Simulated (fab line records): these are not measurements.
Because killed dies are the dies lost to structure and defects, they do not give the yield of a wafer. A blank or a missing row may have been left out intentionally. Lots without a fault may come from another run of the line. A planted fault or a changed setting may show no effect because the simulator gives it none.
Problem report, 8D (eight disciplines) form, completed by code | flow gf180mcu | the parts of the form that need people (team, actions taken, sign-off) are left out

== 1. THE PROBLEM ==
Across 6 wafers from 2 lots, SAB_CVD_00_THK at GF_SAB_THK_MEAS_01 averages 35.3 nm, while fault-free wafers read 50.3 nm with a standard deviation of 0.75. That puts it -20 standard deviations away from the usual mean.
The first sign was on wafer L746.1 at day 18 11:13, on film-metro-03. The record holds 42 wafers of 14 lots with a number at this step. The rule behind "out" and "out of limits": a value lying over 4 standard deviations away from the usual mean. The rest of the wafers with a number are treated as sound.

== 2. WHAT IT IS, WHAT IT ISN'T ==
question                    | is                           | is not
which readings at this step | SAB_CVD_00_THK               | -
which lots                  | L746, L749                   | L735, L736, L737, L739, L743, L745, L748, L750, L754, L755, L756, L757
which wafers of those lots  | all that have a number       | -
read on which gauges        | film-metro-02, film-metro-03 | film-metro-04
when                        | from day 18 11:13            | up to then (18 sound wafers); but 18 sound wafers of L748, L750, L754, L755, L756, L757 came after

== 3. THE SUSPECTS, EACH WITH WHAT RULES IT OUT ==
Counting: a tool stays on the suspect list if, at a process step up to the reading, it processed all lots that are out and no sound lot following the first of them.
- the gauge at GF_SAB_THK_MEAS_01: ruled out. Those wafers that are out were read across 2 gauges (film-metro-02, film-metro-03).
- pecvd-04 at GF_SAB_CVD_00 (deposits SiO2 from TEOS, target thk 50 nm, time 4.9302 s): ruled out as a lasting fault. The sound lots L756 went through it after L746, its earliest lot that is out (day 18 11:12).
Left after counting: nothing in the record.

== 4. THE CAUSE (what the simulator had put in) ==
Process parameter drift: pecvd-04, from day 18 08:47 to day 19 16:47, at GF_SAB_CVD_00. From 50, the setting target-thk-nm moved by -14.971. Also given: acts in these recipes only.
It was ruled out by counting, in error; the rule expects a fault to strike all lots run on its tool from its start on, and this fault did not.

== 5. THE EFFECT CHAIN, in route order ==
Each row: a reading whose mean over the struck wafers that have a number lies more than 3 standard deviations from the usual. Only readings whose record carries a usual standard deviation are examined. hours: median over the lots of the time between each lot's start at the first step of this table that gives one and its start at this step. sigmas: the change, counted in usual standard deviations.
hours | step               | reading        | usual   | on struck wafers | change | sigmas
0     | GF_SAB_THK_MEAS_01 | SAB_CVD_00_THK | 50.3 nm | 35.3             | -15.0  | -20

== 6. WHAT WOULD HAVE CAUGHT IT SOONER ==
Counted from the fault's start at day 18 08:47, it took 2 hours until the first out-of-limits reading at a measuring or inspecting step in this record, taken at day 18 11:13.
Of the tool readings at GF_SAB_CVD_00 for which the record gives a usual standard deviation, none was out on any struck wafer, so an alarm limit of 4 standard deviations on them would not have fired.
